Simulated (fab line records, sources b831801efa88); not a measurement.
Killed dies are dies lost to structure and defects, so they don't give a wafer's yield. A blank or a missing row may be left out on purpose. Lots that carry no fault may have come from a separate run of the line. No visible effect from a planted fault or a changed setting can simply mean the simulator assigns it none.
fab line records -- flow sky130
record: lots: 12, wafers: 35, last-day: 50
route steps=708 shown VT_ADJUST_PCH@152 SONOS_ONO@181 RES_PROTECT@209 POLY_GATE@229 PAD_OPEN@708
lots with no fault: from the same line, run without faults
start-h: start of the lot's first displayed wafer, in hours after the record's first day -- wait-h: time in hours since the lot's previous step -- " identical to the entry in the row above -- L1.1+2: a row that stands for several wafers -- - either no value or no given start -- * or withheld: withheld -- < > ~ a bound
route shown NAME@n: NAME is a module with steps in the file, n the number in the route of the first one -- usual: mean/standard deviation of fault-free wafers -- same: alike in all rows -- chamber/n: place in a boat -- sites: the reading at each site -- _std_site: standard deviation across them -- _edge_site: outer sites' mean less inner sites' -- radius-mm: for every site, how far away it sits from the centre of the wafer -- mask NAME#n: copy n -- behind: the tool/chamber that last shaped the wafer -- hold: cause of the lot's hold/its duration in hours/its outcome -- device: transistor that didn't switch, given as n, p or np -- end of line: tests of these same wafers at the route's end -- step lacking rows: just its recipe -- killed: dies lost to structure and defects at the first sort, not the wafer's yield -- map: a wafer's dies, marking killed ones x, the rest . and places with no die _
set.NAME: the setting as run; set.NAME@STEP: as run at that earlier step -- model.NAME: the simulator's own value behind a step, which no gauge read
route steps across a sampled set of lots; one table per step, one row per wafer
services: the hour from which a tool's chamber was out of use, counted from the record's first day as start-h (under 0 if before that day), plus the number of hours and why
== steps ==
step: SKY_VT_ADJUST_PCH_STRIP_09
recipe: chemistry: O2/N2, power-w: 1400, pressure-mtorr: 1500, platen-temp-c: withheld, o2-flow-sccm: 3000, n2-flow-sccm: 300, overash-fraction: 0.5
usual: drypump-motor-current-A: 5.6/0.5, n2-flow-sccm: 300.0/0.88, oes-product-au: 0.722/0.0041, strip-time-to-endpoint-s: 36.94/0.12
lot.wafer,tool,chamber,start-h,wait-h,drypump-motor-current-A,n2-flow-sccm,oes-product-au,rf-hours-counter-h,strip-time-to-endpoint-s
L527.1,plasma-asher-03,1,254.41,0.1,5.6,298.7,0.723,44,37.01
L527.4,plasma-asher-03,1,254.41,0.1,5.6,298.8,0.725,-,37.05
L527.5,plasma-asher-03,0,254.41,0.1,6.1,300.1,0.720,-,36.97
L529.2,plasma-asher-02,0,274.64,0.1,4.7,301.6,0.719,15,36.76
L529.5,plasma-asher-02,0,274.64,0.1,4.8,299.4,0.722,-,36.69
L529.6,plasma-asher-02,1,274.64,0.1,5.9,301.3,0.726,-,36.67
L528.1,plasma-asher-03,1,276.99,0.1,5.6,300.1,0.721,46,36.93
L528.4,plasma-asher-03,1,276.99,0.1,5.6,299.5,0.721,-,36.97
L528.5,plasma-asher-03,1,276.99,0.1,5.6,301.3,0.723,-,36.93
L538.2,plasma-asher-03,1,328.24,0.1,5.6,299.6,0.724,52,36.89
L538.6,plasma-asher-03,1,328.24,0.1,5.6,300.3,0.720,-,36.92
L541.3,plasma-asher-02,1,340.21,0.1,5.8,299.7,0.724,-,36.70
L541.5,plasma-asher-02,0,340.21,0.1,4.7,299.7,0.724,-,36.69
L541.6,plasma-asher-02,1,340.21,0.1,5.9,299.7,0.724,-,36.73
L542.2,plasma-asher-03,1,351.98,0.1,5.6,299.9,0.721,54,37.04
L542.4,plasma-asher-03,0,351.98,0.1,6.1,299.0,0.714,-,37.04
L542.5,plasma-asher-03,0,351.98,0.1,6.1,299.2,0.723,-,37.00
L544.1,plasma-asher-03,1,368.78,0.1,5.6,301.0,0.711,56,36.90
L544.4,plasma-asher-03,1,368.78,0.1,5.6,300.3,0.725,-,36.88
L544.5,plasma-asher-03,0,368.78,0.1,6.2,300.2,0.724,-,36.82
L545.1,plasma-asher-04,1,373.08,0.1,6.0,299.8,0.728,71,36.86
L545.4,plasma-asher-04,0,373.08,0.1,5.2,299.3,0.721,-,36.91
L545.5,plasma-asher-04,0,373.08,0.1,5.2,300.0,0.715,-,36.89
L546.2,plasma-asher-03,1,376.19,0.1,5.6,301.0,0.728,56,37.09
L546.4,plasma-asher-03,1,376.19,0.1,5.6,299.9,0.724,-,37.04
L546.5,plasma-asher-03,1,376.19,0.1,5.6,299.2,0.727,-,37.10
L547.1,plasma-asher-02,0,386.38,0.1,4.7,300.2,0.720,25,37.20
L547.3,plasma-asher-02,1,386.38,0.1,5.9,300.8,0.727,-,37.21
L547.5,plasma-asher-02,0,386.38,0.1,4.8,300.1,0.727,-,36.99
L548.1,plasma-asher-02,1,396.93,0.1,5.9,298.8,0.723,26,36.90
L548.2,plasma-asher-02,0,396.93,0.1,4.8,300.8,0.720,26,36.98
L548.6,plasma-asher-02,0,396.93,0.1,4.7,299.8,0.724,-,36.95
L549.1,plasma-asher-04,1,405.39,0.1,6.0,299.3,0.724,74,36.99
L549.2,plasma-asher-04,0,405.39,0.1,5.2,298.2,0.720,74,36.97
L549.6,plasma-asher-04,1,405.39,0.1,6.0,299.8,0.722,-,36.96
step: SKY_SONOS_ONO_CD_MEAS_13
recipe: target-cd-nm: 410
usual: cd-nm: 409.3/2.2
lot.wafer,tool,chamber,start-h,wait-h,cd-nm
L527.1,cd-sem-01,-,308.09,0.1,408.7
L527.4,cd-sem-01,-,308.09,0.1,406.2
L527.5,cd-sem-01,-,308.09,0.1,407.8
L529.2,cd-sem-02,-,332.12,0.1,408.0
L529.5,cd-sem-02,-,332.12,0.1,409.8
L529.6,cd-sem-02,-,332.12,0.1,408.4
L528.1,cd-sem-02,-,333.50,0.1,407.0
L528.4,cd-sem-02,-,333.50,0.1,406.2
L528.5,cd-sem-02,-,333.50,0.1,407.7
L538.2,cd-sem-01,-,391.37,0.1,408.6
L538.6,cd-sem-01,-,391.37,0.1,408.6
L541.3,cd-sem-02,-,405.54,0.1,409.8
L541.5,cd-sem-02,-,405.54,0.1,409.5
L541.6,cd-sem-02,-,405.54,0.1,409.0
L542.2,cd-sem-01,-,416.19,0.2,407.3
L542.4,cd-sem-01,-,416.19,0.2,407.4
L542.5,cd-sem-01,-,416.19,0.2,407.4
L545.1,cd-sem-02,-,435.55,0.1,412.1
L545.4,cd-sem-02,-,435.55,0.1,408.9
L545.5,cd-sem-02,-,435.55,0.1,411.6
L544.1,cd-sem-01,-,436.09,0.1,404.7
L544.4,cd-sem-01,-,436.09,0.1,404.9
L544.5,cd-sem-01,-,436.09,0.1,404.7
L546.2,cd-sem-01,-,446.92,0.1,407.6
L546.4,cd-sem-01,-,446.92,0.1,409.7
L546.5,cd-sem-01,-,446.92,0.1,408.0
L547.1,cd-sem-02,-,456.70,0.1,411.3
L547.3,cd-sem-02,-,456.70,0.1,409.7
L547.5,cd-sem-02,-,456.70,0.1,410.0
L548.1,cd-sem-02,-,467.39,0.1,409.9
L548.2,cd-sem-02,-,467.39,0.1,410.5
L548.6,cd-sem-02,-,467.39,0.1,412.2
L549.1,cd-sem-01,-,474.05,0.1,406.2
L549.2,cd-sem-01,-,474.05,0.1,405.7
L549.6,cd-sem-01,-,474.05,0.1,407.7
step: SKY_RES_PROTECT_SOFTBAKE_03
recipe: temp-c: 90, time-s: 60, resist: NOVOLAK
usual: heater-power-total-W: 56.59/0.042, resist-line-temp-C: 22.96/0.099, run-length-s: 89.22/0.25
lot.wafer,tool,chamber,start-h,wait-h,heater-power-total-W,resist-line-temp-C,run-length-s
L527.1,litho-track-02,0,353.95,0.1,56.57,22.96,89.00
L527.4,litho-track-02,0,353.95,0.1,56.63,22.96,89.29
L527.5,litho-track-02,0,353.95,0.1,56.54,23.03,88.96
L529.2,litho-track-04,0,380.37,0.1,56.66,23.00,89.03
L529.5,litho-track-04,0,380.37,0.1,56.53,23.08,88.90
L529.6,litho-track-04,0,380.37,0.1,56.62,23.06,89.00
L528.1,litho-track-03,0,381.79,0.1,56.62,22.96,89.49
L528.4,litho-track-03,0,381.79,0.1,56.58,23.03,89.43
L528.5,litho-track-03,0,381.79,0.1,56.55,22.87,89.70
L538.2,litho-track-04,0,446.42,0.1,58.39,22.82,83.49
L538.6,litho-track-04,0,446.42,0.1,56.61,22.96,89.11
L541.3,litho-track-03,0,463.19,0.1,56.55,22.94,89.43
L541.5,litho-track-03,0,463.19,0.1,56.60,22.83,89.52
L541.6,litho-track-03,0,463.19,0.1,56.58,23.02,89.54
L542.2,litho-track-02,0,474.78,0.1,56.59,22.92,88.94
L542.4,litho-track-02,0,474.78,0.1,56.60,23.15,89.08
L542.5,litho-track-02,0,474.78,0.1,56.51,22.96,88.95
L544.1,litho-track-03,0,489.19,0.1,56.56,22.98,89.72
L544.4,litho-track-03,0,489.19,0.1,56.56,22.87,89.62
L544.5,litho-track-03,0,489.19,0.1,56.59,22.90,89.41
L545.1,litho-track-02,0,490.10,0.1,56.53,22.86,89.29
L545.4,litho-track-02,0,490.10,0.1,56.57,22.83,89.17
L545.5,litho-track-02,0,490.10,0.1,56.59,22.93,89.07
L546.2,litho-track-03,0,498.97,0.1,56.67,22.78,89.42
L546.4,litho-track-03,0,498.97,0.1,56.66,22.89,89.50
L546.5,litho-track-03,0,498.97,0.1,56.59,22.95,89.52
L547.1,litho-track-02,0,509.35,0.1,56.66,23.10,89.05
L547.3,litho-track-02,0,509.35,0.1,56.61,22.95,89.12
L547.5,litho-track-02,0,509.35,0.1,56.61,22.93,89.05
L548.1,litho-track-04,0,518.09,0.1,56.62,23.09,88.96
L548.2,litho-track-04,0,518.09,0.1,56.57,23.05,89.01
L548.6,litho-track-04,0,518.09,0.1,56.58,22.90,88.95
L549.1,litho-track-02,0,523.70,0.1,56.55,22.96,89.01
L549.2,litho-track-02,0,523.70,0.1,56.59,22.98,89.23
L549.6,litho-track-02,0,523.70,0.1,56.62,23.00,89.08
step: SKY_POLY_GATE_ETCH_15
recipe: chemistry: N2/H2, target: BARC, ion-energy-ev: 200, source-w: 500, bias-w: 100, pressure-mtorr: 30, n2-flow-sccm: 100, h2-flow-sccm: 200, stop-on: SiO2, time-s: 118.5, target-depth-a: 1100
usual: drypump-motor-current-A: 5.6/0.38, n2-flow-sccm: 99.97/0.28, oes-product-au: 0.716/0.0047, throttle-valve-pct: 13.214/0.0085
lot.wafer,tool,chamber,start-h,wait-h,drypump-motor-current-A,n2-flow-sccm,oes-product-au,rf-hours-counter-h,throttle-valve-pct
L527.1,rie-diel-01,1,399.46,0.0,5.3,100.15,0.717,84,13.210
L527.4,rie-diel-01,2,399.46,0.0,5.5,99.79,0.717,93,13.210
L527.5,rie-diel-01,2,399.46,0.0,5.5,99.62,0.713,-,13.229
L528.1,rie-diel-04,1,427.41,0.0,5.7,100.22,0.721,87,13.221
L528.4,rie-diel-04,0,427.41,0.0,5.3,99.68,0.721,6,13.209
L528.5,rie-diel-04,2,427.41,0.0,5.9,99.68,0.720,-,13.222
L529.2,rie-diel-01,0,427.76,0.0,6.7,99.92,0.717,4,13.205
L529.5,rie-diel-01,1,427.76,0.0,5.3,100.09,0.716,-,13.219
L529.6,rie-diel-01,0,427.76,0.0,6.7,99.93,0.711,-,13.212
L538.2,rie-diel-04,2,493.76,0.0,5.9,100.32,0.708,13,13.221
L538.6,rie-diel-04,0,493.76,0.0,5.2,99.93,0.720,-,13.203
L541.3,rie-diel-04,3,510.71,0.0,5.5,99.73,0.715,76,13.194
L541.5,rie-diel-04,0,510.71,0.0,5.2,99.72,0.714,-,13.195
L541.6,rie-diel-04,3,510.71,0.0,5.5,99.97,0.712,-,13.214
L542.2,rie-diel-04,1,521.01,0.0,5.7,99.50,0.717,89,13.207
L542.4,rie-diel-04,0,521.01,0.0,5.2,99.81,0.717,9,13.221
L542.5,rie-diel-04,2,521.01,0.0,5.9,100.26,0.711,-,13.213
L544.1,rie-diel-01,3,536.81,0.0,5.5,99.68,0.713,2,13.219
L544.4,rie-diel-01,0,536.81,0.0,6.7,99.84,0.717,-,13.215
L544.5,rie-diel-01,2,536.81,0.0,5.5,99.85,0.721,-,13.227
L545.1,rie-diel-03,1,538.00,0.0,6.2,100.17,0.715,52,13.205
L545.4,rie-diel-03,2,538.00,0.0,4.7,99.96,0.722,8,13.216
L545.5,rie-diel-03,2,538.00,0.0,4.7,100.40,0.722,-,13.212
L546.2,rie-diel-03,3,546.21,0.0,5.6,100.05,0.716,17,13.232
L546.4,rie-diel-03,1,546.21,0.0,6.2,99.93,0.707,52,13.213
L546.5,rie-diel-03,2,546.21,0.0,4.8,99.89,0.714,-,13.218
L547.1,rie-diel-04,0,558.25,0.0,5.2,99.74,0.705,9,13.207
L547.3,rie-diel-04,1,558.25,0.0,5.7,100.55,0.713,0,13.208
L547.5,rie-diel-04,1,558.25,0.0,5.7,100.06,0.717,-,13.218
L548.1,rie-diel-04,0,565.10,0.0,5.2,99.97,0.720,10,13.212
L548.2,rie-diel-04,2,565.10,0.0,5.9,100.01,0.719,14,13.226
L548.6,rie-diel-04,0,565.10,0.0,5.3,99.66,0.721,-,13.217
L549.1,rie-diel-04,1,570.01,0.0,5.7,99.35,0.711,1,13.218
L549.2,rie-diel-04,2,570.01,0.0,5.9,100.15,0.715,14,13.211
L549.6,rie-diel-04,2,570.01,0.0,5.9,99.53,0.717,-,13.214
step: SKY_PAD_OPEN_PROBE_99
usual: killed_at_M0_to_M3: 44/6.9, killed_at_M4_up: 3.3/1.7, killed-at-contacts: 24/5.5, killed-at-front-end: 16/4.5, killed-at-other: 0.2/0.46, killed-dies: 87/9.1, killed-open: 48/7.3, killed-short: 39/6.2
same: gross-dies: 492, killed-at-back-side: 0
lot.wafer,tool,chamber,start-h,wait-h,killed_at_M0_to_M3,killed_at_M4_up,killed-at-contacts,killed-at-front-end,killed-at-other,killed-dies,killed-open,killed-short
L527.1,prober-02,-,1098.37,0.1,40,5,22,20,0,87,50,37
L527.4,prober-02,-,1098.52,0.2,42,5,27,15,0,89,53,36
L527.5,prober-02,-,1098.57,0.2,45,8,24,16,0,93,46,47
L529.2,prober-01,-,1114.64,0.1,38,3,29,8,0,78,48,30
L529.5,prober-01,-,1114.79,0.2,48,4,20,18,1,91,47,44
L529.6,prober-01,-,1114.84,0.2,40,3,19,15,0,77,37,39
L528.1,prober-02,-,1117.64,0.1,37,1,24,14,0,76,40,34
L528.4,prober-02,-,1117.79,0.2,39,5,24,21,1,90,49,39
L528.5,prober-02,-,1117.84,0.2,44,5,22,19,0,90,45,45
L541.3,prober-01,-,1169.52,0.2,53,2,23,11,0,89,56,33
L541.5,prober-01,-,1169.62,0.2,47,5,29,17,0,98,52,46
L541.6,prober-01,-,1169.67,0.2,51,2,34,15,0,102,62,40
L538.2,prober-02,-,1169.98,0.1,57,0,23,15,1,96,61,35
L538.6,prober-02,-,1170.18,0.2,50,3,21,18,0,92,48,44
L542.2,prober-01,-,1176.51,0.1,58,6,25,19,0,108,57,51
L542.4,prober-01,-,1176.61,0.2,41,1,20,8,0,70,42,28
L542.5,prober-01,-,1176.66,0.2,44,3,21,19,0,87,45,42
L544.1,prober-01,-,1180.42,0.1,38,3,28,18,0,87,40,47
L544.4,prober-01,-,1180.57,0.2,41,4,29,17,0,91,52,39
L544.5,prober-01,-,1180.62,0.2,63,5,26,15,0,109,56,53
L545.1,prober-02,-,1183.12,0.1,40,2,25,21,0,88,47,41
L545.4,prober-02,-,1183.27,0.2,47,2,20,15,0,84,50,34
L545.5,prober-02,-,1183.32,0.2,37,3,17,13,1,71,37,34
L546.2,prober-01,-,1186.42,0.1,36,3,27,24,0,90,50,40
L546.4,prober-01,-,1186.52,0.2,43,4,23,10,0,80,46,33
L546.5,prober-01,-,1186.57,0.2,33,5,27,18,0,83,47,36
L547.1,prober-02,-,1195.77,0.1,44,5,13,14,0,76,44,31
L547.3,prober-02,-,1195.87,0.2,39,4,28,9,0,80,45,35
L547.5,prober-02,-,1195.97,0.2,41,3,19,19,0,82,52,30
L548.1,prober-01,-,1197.10,0.1,39,2,27,15,0,83,43,40
L548.2,prober-01,-,1197.15,0.1,52,2,15,14,0,83,42,41
L548.6,prober-01,-,1197.35,0.2,40,2,20,14,1,77,37,40
L549.1,prober-02,-,1200.02,0.1,39,5,19,9,0,72,51,21
L549.2,prober-02,-,1200.07,0.1,66,4,22,13,0,105,61,44
L549.6,prober-02,-,1200.27,0.2,36,3,20,9,0,68,43,25
killed by level:class
L527.1 LI_CONTACT:geometric-particle:open=8 CONTACT:geometric-particle:open=8 VIA1:geometric-particle:open=6 FIELD_ISO:geometric-particle:open=6 POLY_GATE:geometric-particle:open=6 METAL2:geometric-particle:short=6 FIELD_ISO:geometric-particle:short=5 VIA2:geometric-particle:open=5
L527.4 CONTACT:geometric-particle:open=13 VIA1:geometric-particle:open=10 VIA2:geometric-particle:open=10 FIELD_ISO:geometric-particle:short=8 VIA3:geometric-particle:open=8 LI_CONTACT:geometric-particle:open=5 LI_CONTACT:geometric-particle:short=4 METAL2:geometric-particle:short=4
L527.5 LI_CONTACT:geometric-particle:open=8 VIA1:geometric-particle:open=8 METAL1:geometric-particle:short=7 VIA3:geometric-particle:open=7 CONTACT:geometric-particle:open=7 METAL4:geometric-particle:short=7 POLY_GATE:geometric-particle:short=5 POLY_GATE:geometric-particle:open=5
L529.2 VIA1:geometric-particle:open=13 LI_CONTACT:geometric-particle:open=11 CONTACT:geometric-particle:open=10 LOCAL_INTERCONNECT:geometric-particle:short=5 VIA2:geometric-particle:open=4 METAL2:geometric-particle:short=4 METAL1:geometric-particle:short=3 VIA1:geometric-particle:short=3
L529.5 VIA1:geometric-particle:open=9 VIA3:geometric-particle:open=9 METAL1:geometric-particle:short=7 LI_CONTACT:geometric-particle:open=6 FIELD_ISO:geometric-particle:short=5 POLY_GATE:geometric-particle:open=5 LOCAL_INTERCONNECT:geometric-particle:short=5 CONTACT:geometric-particle:short=5
L529.6 VIA1:geometric-particle:open=9 FIELD_ISO:geometric-particle:short=6 METAL2:geometric-particle:short=6 CONTACT:geometric-particle:open=6 LI_CONTACT:geometric-particle:open=5 VIA2:geometric-particle:open=5 METAL3:geometric-particle:short=5 VIA3:geometric-particle:open=5
L528.1 VIA1:geometric-particle:open=13 FIELD_ISO:geometric-particle:short=7 CONTACT:geometric-particle:open=7 LI_CONTACT:geometric-particle:open=6 CONTACT:geometric-particle:short=6 METAL1:geometric-particle:short=5 VIA2:geometric-particle:short=4 VIA3:geometric-particle:open=4
L528.4 CONTACT:geometric-particle:open=10 METAL2:geometric-particle:short=8 VIA1:geometric-particle:open=7 VIA2:geometric-particle:open=6 FIELD_ISO:geometric-particle:open=5 LI_CONTACT:geometric-particle:open=5 FIELD_ISO:geometric-particle:short=4 SPACER:geometric-particle:open=4
L528.5 VIA1:geometric-particle:open=10 LI_CONTACT:geometric-particle:open=8 METAL2:geometric-particle:short=7 METAL1:geometric-particle:short=7 POLY_GATE:geometric-particle:short=6 CONTACT:geometric-particle:open=5 LOCAL_INTERCONNECT:geometric-particle:short=4 VIA2:geometric-particle:open=4
L541.3 VIA1:geometric-particle:open=16 VIA3:geometric-particle:open=11 CONTACT:geometric-particle:open=10 FIELD_ISO:geometric-particle:open=6 VIA3:geometric-particle:short=5 METAL1:geometric-particle:short=5 VIA1:geometric-particle:short=5 LOCAL_INTERCONNECT:geometric-particle:short=4
L541.5 CONTACT:geometric-particle:open=12 VIA1:geometric-particle:open=9 VIA3:geometric-particle:open=8 VIA1:geometric-particle:short=6 VIA2:geometric-particle:short=6 METAL4:geometric-particle:short=5 LI_CONTACT:geometric-particle:short=5 METAL3:geometric-particle:short=5
L541.6 CONTACT:geometric-particle:open=15 VIA1:geometric-particle:open=14 LI_CONTACT:geometric-particle:open=10 VIA2:geometric-particle:short=7 METAL2:geometric-particle:short=6 VIA3:geometric-particle:open=6 LOCAL_INTERCONNECT:geometric-particle:short=5 FIELD_ISO:geometric-particle:open=4
L538.2 VIA2:geometric-particle:open=13 LI_CONTACT:geometric-particle:open=11 CONTACT:geometric-particle:open=9 VIA3:geometric-particle:open=9 METAL1:geometric-particle:short=8 METAL2:geometric-particle:short=8 VIA1:geometric-particle:open=7 POLY_GATE:geometric-particle:open=5
L538.6 VIA1:geometric-particle:open=11 VIA3:geometric-particle:open=9 CONTACT:geometric-particle:open=7 VIA2:geometric-particle:open=7 VIA2:geometric-particle:short=6 POLY_GATE:geometric-particle:short=5 LOCAL_INTERCONNECT:geometric-particle:short=5 METAL2:geometric-particle:short=5
L542.2 VIA1:geometric-particle:open=12 CONTACT:geometric-particle:open=11 VIA1:geometric-particle:short=11 VIA2:geometric-particle:open=7 FIELD_ISO:geometric-particle:open=6 METAL1:geometric-particle:short=6 METAL4:geometric-particle:short=6 VIA3:geometric-particle:open=6
L542.4 CONTACT:geometric-particle:open=10 VIA1:geometric-particle:open=10 METAL1:geometric-particle:short=6 VIA3:geometric-particle:open=5 METAL2:geometric-particle:short=4 VIA2:geometric-particle:open=4 POLY_GATE:geometric-particle:open=3 LI_CONTACT:geometric-particle:open=3
L542.5 CONTACT:geometric-particle:open=11 VIA1:geometric-particle:open=9 POLY_GATE:geometric-particle:short=8 METAL1:geometric-particle:short=8 VIA2:geometric-particle:open=7 VIA1:geometric-particle:short=5 METAL2:geometric-particle:short=4 FIELD_ISO:geometric-particle:open=3
L544.1 CONTACT:geometric-particle:open=13 METAL1:geometric-particle:short=10 CONTACT:geometric-particle:short=8 VIA3:geometric-particle:open=6 LOCAL_INTERCONNECT:geometric-particle:short=5 FIELD_ISO:geometric-particle:open=4 POLY_GATE:geometric-particle:short=4 VIA3:geometric-particle:short=4
L544.4 LI_CONTACT:geometric-particle:open=11 VIA1:geometric-particle:open=10 CONTACT:geometric-particle:open=8 FIELD_ISO:geometric-particle:open=6 METAL1:geometric-particle:short=6 LOCAL_INTERCONNECT:geometric-particle:short=5 METAL2:geometric-particle:short=5 VIA2:geometric-particle:open=5
L544.5 VIA1:geometric-particle:open=16 METAL1:geometric-particle:short=12 CONTACT:geometric-particle:open=9 VIA2:geometric-particle:open=9 METAL3:geometric-particle:short=6 LI_CONTACT:geometric-particle:open=6 CONTACT:geometric-particle:short=6 FIELD_ISO:geometric-particle:open=5
L545.1 VIA2:geometric-particle:open=10 CONTACT:geometric-particle:open=8 VIA1:geometric-particle:open=8 LI_CONTACT:geometric-particle:open=7 METAL1:geometric-particle:short=7 FIELD_ISO:geometric-particle:short=6 FIELD_ISO:geometric-particle:open=5 CONTACT:geometric-particle:short=5
L545.4 VIA1:geometric-particle:open=12 VIA2:geometric-particle:open=8 LI_CONTACT:geometric-particle:open=7 CONTACT:geometric-particle:open=7 VIA2:geometric-particle:short=6 METAL1:geometric-particle:short=5 FIELD_ISO:geometric-particle:open=4 LOCAL_INTERCONNECT:geometric-particle:short=4
L545.5 METAL2:geometric-particle:short=6 LI_CONTACT:geometric-particle:open=5 CONTACT:geometric-particle:short=5 VIA1:geometric-particle:short=5 VIA3:geometric-particle:open=5 FIELD_ISO:geometric-particle:open=4 POLY_GATE:geometric-particle:open=4 VIA2:geometric-particle:open=4
L546.2 LI_CONTACT:geometric-particle:open=9 CONTACT:geometric-particle:open=9 METAL1:geometric-particle:short=7 METAL2:geometric-particle:short=6 POLY_GATE:geometric-particle:short=5 POLY_GATE:geometric-particle:open=5 CONTACT:geometric-particle:short=5 FIELD_ISO:geometric-particle:open=4
L546.4 VIA1:geometric-particle:open=11 VIA2:geometric-particle:open=11 METAL1:geometric-particle:short=8 LI_CONTACT:geometric-particle:open=7 CONTACT:geometric-particle:open=7 CONTACT:geometric-particle:short=5 METAL2:geometric-particle:short=4 POLY_GATE:geometric-particle:open=3
L546.5 CONTACT:geometric-particle:open=9 VIA1:geometric-particle:open=8 LI_CONTACT:geometric-particle:open=7 POLY_GATE:geometric-particle:open=6 VIA1:geometric-particle:short=5 METAL2:geometric-particle:short=5 VIA3:geometric-particle:open=5 POLY_GATE:geometric-particle:short=4
L547.1 VIA1:geometric-particle:open=12 VIA2:geometric-particle:open=7 LI_CONTACT:geometric-particle:open=6 VIA3:geometric-particle:open=6 VIA3:geometric-particle:short=5 FIELD_ISO:geometric-particle:open=4 VIA2:geometric-particle:short=4 POLY_CUT:geometric-particle:open=3
L547.3 VIA1:geometric-particle:open=13 LI_CONTACT:geometric-particle:open=11 LI_CONTACT:geometric-particle:short=6 CONTACT:geometric-particle:open=5 CONTACT:geometric-particle:short=5 METAL1:geometric-particle:short=5 METAL2:geometric-particle:short=5 FIELD_ISO:geometric-particle:open=4
L547.5 VIA1:geometric-particle:open=11 VIA3:geometric-particle:open=10 FIELD_ISO:geometric-particle:open=7 CONTACT:geometric-particle:open=7 VIA1:geometric-particle:short=7 POLY_GATE:geometric-particle:open=5 LI_CONTACT:geometric-particle:open=5 FIELD_ISO:geometric-particle:short=3
L548.1 VIA1:geometric-particle:open=9 VIA3:geometric-particle:open=8 LOCAL_INTERCONNECT:geometric-particle:short=7 LI_CONTACT:geometric-particle:open=6 CONTACT:geometric-particle:short=6 POLY_GATE:geometric-particle:open=5 CONTACT:geometric-particle:open=5 VIA1:geometric-particle:short=5
L548.2 VIA2:geometric-particle:open=9 VIA1:geometric-particle:open=9 VIA3:geometric-particle:open=9 METAL2:geometric-particle:short=7 METAL1:geometric-particle:short=7 CONTACT:geometric-particle:open=6 VIA1:geometric-particle:short=5 POLY_GATE:geometric-particle:short=4
L548.6 METAL2:geometric-particle:short=9 VIA1:geometric-particle:open=8 CONTACT:geometric-particle:short=6 LI_CONTACT:geometric-particle:open=5 FIELD_ISO:geometric-particle:short=4 FIELD_ISO:geometric-particle:open=4 LOCAL_INTERCONNECT:geometric-particle:short=4 CONTACT:geometric-particle:open=4
L549.1 CONTACT:geometric-particle:open=10 VIA3:geometric-particle:open=8 VIA2:geometric-particle:open=6 METAL2:geometric-particle:short=5 METAL2:geometric-particle:open=5 LI_CONTACT:geometric-particle:open=4 POLY_GATE:geometric-particle:open=3 METAL1:geometric-particle:short=3
L549.2 VIA1:geometric-particle:open=18 VIA3:geometric-particle:open=10 METAL1:geometric-particle:short=9 LI_CONTACT:geometric-particle:open=7 VIA2:geometric-particle:open=7 CONTACT:geometric-particle:open=6 LOCAL_INTERCONNECT:geometric-particle:short=5 VIA3:geometric-particle:short=5
L549.6 VIA1:geometric-particle:open=10 CONTACT:geometric-particle:open=8 LI_CONTACT:geometric-particle:open=7 VIA2:geometric-particle:open=7 METAL1:geometric-particle:short=4 CONTACT:geometric-particle:short=3 VIA1:geometric-particle:short=3 METAL2:geometric-particle:short=3
== services ==
tool,chamber,start-h,hours,kind
rie-diel-03,2,236.58,3.0,repair
plasma-asher-02,-,240.68,0.9,repair
plasma-asher-03,-,270.39,0.4,repair
plasma-asher-04,-,283.36,8.3,repair
rie-diel-01,0,356.11,9.6,repair
plasma-asher-02,-,357.72,8.3,repair
rie-diel-01,3,370.03,-,clean
rie-diel-01,3,370.03,14.4,scheduled-down
rie-diel-01,3,370.03,14.4,vent-cycle
rie-diel-03,-,395.03,2.2,repair
rie-diel-01,-,418.80,2.8,pm
rie-diel-01,3,425.91,29.9,repair
rie-diel-03,2,430.21,17.8,repair
rie-diel-01,0,462.46,4.5,repair
rie-diel-04,2,470.51,3.9,repair
rie-diel-01,2,483.44,-,clean
rie-diel-01,0,483.90,52.3,repair
rie-diel-01,-,500.60,0.4,repair
plasma-asher-02,-,512.90,14.6,pm
rie-diel-04,1,528.54,-,clean
rie-diel-04,1,528.54,17.6,scheduled-down
rie-diel-04,1,528.54,17.6,vent-cycle
rie-diel-03,-,535.25,0.5,repair
rie-diel-03,2,562.06,4.7,repair
== key ==
first-sign: step: SKY_RES_PROTECT_SOFTBAKE_03, reading: heater-power-total-W, direction: up, sigmas: 43, usual: *, struck: *
effect: step: SKY_RES_PROTECT_SOFTBAKE_03, reading: run-length-s, direction: down, sigmas: 23, usual: *, struck: *
met-at SKY_RES_PROTECT_SOFTBAKE_03
struck-lots L538
struck-wafers L538.2
tester-left-out L538
not-acting-at SKY_VT_ADJUST_PCH_STRIP_09,SKY_SONOS_ONO_CD_MEAS_13,SKY_POLY_GATE_ETCH_15
onset-between 380.37 446.42
fault: kind: process-parameter-drift, tool: litho-track-04, chamber: -, onset-h: 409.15, steps: SKY_RES_PROTECT_SOFTBAKE_03, channel: time-s, offset: *, shape: step, end-h: 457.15, scope: struck-wafers-only, acts-in: *, stated: *
tester-left-out: of these lots the tester's yield and bins aren't shown, on N5 and GAA mostly nor the transistor test; their killed dies are dies lost to structure and defects alone, not to doping, threshold or leakage, so they don't give the yield
